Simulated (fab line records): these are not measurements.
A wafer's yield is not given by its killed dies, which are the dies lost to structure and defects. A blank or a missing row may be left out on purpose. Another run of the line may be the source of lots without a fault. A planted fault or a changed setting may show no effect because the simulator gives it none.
Which tool was responsible? :: flow gf180mcu :: Sampling: 6 lots, 18 wafers, 2 of 602 route steps

## WHAT THE GAUGES SHOWED, per wafer
GF_VT_IMPLANT_TW_MEAS_21.
lot: L994
measured: day 6 22:56
on: film-metro-02
VT_IMPLANT_2_TW: 918 921 917

lot: L998
measured: day 8 00:22
on: film-metro-02
VT_IMPLANT_2_TW: 916 919 919

lot: L106
measured: day 10 05:50
on: film-metro-02
VT_IMPLANT_2_TW: 1222 1220 1219

lot: L107
measured: day 10 19:23
on: film-metro-03
VT_IMPLANT_2_TW: 1193 1192 1201

lot: L110
measured: day 11 05:47
on: film-metro-01
VT_IMPLANT_2_TW: 1217 1219 1219

lot: L113
measured: day 12 03:33
on: film-metro-01
VT_IMPLANT_2_TW: 1215 1216 1217

## WHAT TOOL EACH LOT RAN ON (gives the tool, then ch and the chambers of the sampled wafers, and finally the start)
lot: L994
GF_VT_IMPLANT_IMPLANT_19: implanter-02 ch 0, day 6 22:41

lot: L998
GF_VT_IMPLANT_IMPLANT_19: implanter-02 ch 0, day 8 00:10

lot: L106
GF_VT_IMPLANT_IMPLANT_19: implanter-01 ch 0, day 10 05:35

lot: L107
GF_VT_IMPLANT_IMPLANT_19: implanter-02 ch 0, day 10 19:10

lot: L110
GF_VT_IMPLANT_IMPLANT_19: implanter-02 ch 0, day 11 05:32

lot: L113
GF_VT_IMPLANT_IMPLANT_19: implanter-03 ch 0, day 12 03:19
- GF_VT_IMPLANT_IMPLANT_19

## THE ANSWER, worked out from the rows above alone
Rule: the usual values come from the lots themselves. The widest of any qualifying gaps counts: lots, ordered by their means at a reading, are off when they make up no more than a third of the lots, leave a main group of 4 or more, and stand apart from it by 3 or more times the standard deviation of that group's means. A main group is skipped when, at the precision printed for the reading in the tables above, its means are all equal. A lot without any number at a reading at which 4 lots or more have one is off too. All remaining lots with rows at the step are treated as sound.
Off: L994, L998, at GF_VT_IMPLANT_TW_MEAS_21 (VT_IMPLANT_2_TW). The main group has a mean of 1212 with a standard deviation of 10.
If a tool, at a process step before that reading, ran all the lots that are off and no sound lot after the first of them, it fits. The gauges at GF_VT_IMPLANT_TW_MEAS_21 are tried like those tools. None of those tried fits.

## WHAT THE SIMULATOR HAD PUT IN
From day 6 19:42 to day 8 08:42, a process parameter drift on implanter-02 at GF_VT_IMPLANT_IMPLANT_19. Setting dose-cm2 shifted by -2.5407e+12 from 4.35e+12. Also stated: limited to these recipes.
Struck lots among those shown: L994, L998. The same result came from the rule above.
